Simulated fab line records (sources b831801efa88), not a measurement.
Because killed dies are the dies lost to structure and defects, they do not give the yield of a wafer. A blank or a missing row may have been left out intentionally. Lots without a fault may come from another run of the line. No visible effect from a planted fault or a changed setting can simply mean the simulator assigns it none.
Struck lot and sound lot, side by side    flow sky130    15 out of 708 route steps
Sound: wafers L865.2, L865.3, L865.5. Wafers L876.3, L876.4, L876.5 were the ones struck. The cause is named last.
At each step with rows: each side's tool, then ch and its chambers, then its first start. Under that, the readings that differ: sound wafers    struck wafers    difference of the means    sigmas: that difference in standard deviations of wafers without a fault.
alike: a reading whose means differ by less than 2 such deviations, as well as words and numbers matching on both sides. not compared: withheld readings; readings where some wafer has no value; bounds like >300 that might hide an equal value; numbers whose values overlap and for which the record gives no deviation.
Wherever a step has rows on one side only, a row that says differs or no value, or a row with sigmas, the two part there. Numbers that have no deviation but don't overlap get no sigmas and don't part them. A reading that every wafer of one side lacks parts them only if that side has two wafers or more.

first, 3 steps without rows for these wafers: SKY_LDD_LDN_EXPOSE_04 (exposes mask LDNTM, target cd 700 nm); SKY_LDD_LDN_PEB_05; SKY_LDD_LDN_DEVELOP_06 (develop time 60 s).
SKY_LDD_LDN_OVL_MEAS_07:
  struck on overlay-02, day 27 21:08; sound on overlay-01, day 23 17:11
  alike: LDD_LDN_OVL
then, 4 steps without rows for these wafers: SKY_LDD_LDN_IMPLANT_08; SKY_LDD_LDN_IMPLANT_09; SKY_LDD_LDN_IMPLANT_10; SKY_LDD_LDN_IMPLANT_11.
SKY_LDD_LDN_STRIP_12: strips in O2/N2.
  sound on plasma_asher-01 ch 0,1, day 23 17:49; struck on plasma_asher-02 ch 0,1, day 27 21:48
  alike: drypump_motor_current_A, oes_product_au, strip_time_to_endpoint_s
  not compared: rf_hours_counter_h
SKY_LDD_LDN_TW_MEAS_13:
  struck on film_metro-04, day 27 21:53; sound on film_metro-01, day 23 17:55
  alike: LDD_LDN_TW
then, 2 steps without rows for these wafers: SKY_LDD_LDN_CLEAN_14 (cleans in SC1/SC2, time 150 s); SKY_SPACER_CVD_00 (deposits Si3N4 from DCS/NH3, target thk 43.1 nm, time 740 s).
SKY_SPACER_THK_MEAS_01:
  struck on film_metro-03, day 27 23:12; sound on film_metro-01, day 23 20:48
reading                 sound           struck          difference  sigmas
SPACER_CVD_00_THK (nm)  43.0 42.8 43.3  43.9 44.4 44.3  +1.2        +3
SKY_SPACER_ETCHBACK_02: etches Si3N4 in CH3F/O2, stops on SiO2, time 46.7 s, target depth 45 nm.
  sound on rie_diel-01 ch 0,2, day 23 20:51; struck on rie_diel-03 ch 1,2,3, day 27 23:14
  alike: drypump_motor_current_A, oes_product_au, throttle_valve_pct
  not compared: rf_hours_counter_h
then, 1 step without rows for these wafers: SKY_PAD_OPEN_PROBE_99.

## WHERE THEY PART
SKY_SPACER_THK_MEAS_01 only, going by this record. Later steps at which nothing parts them and some readings are alike: SKY_SPACER_ETCHBACK_02.

WHY: what had been put in by the simulator
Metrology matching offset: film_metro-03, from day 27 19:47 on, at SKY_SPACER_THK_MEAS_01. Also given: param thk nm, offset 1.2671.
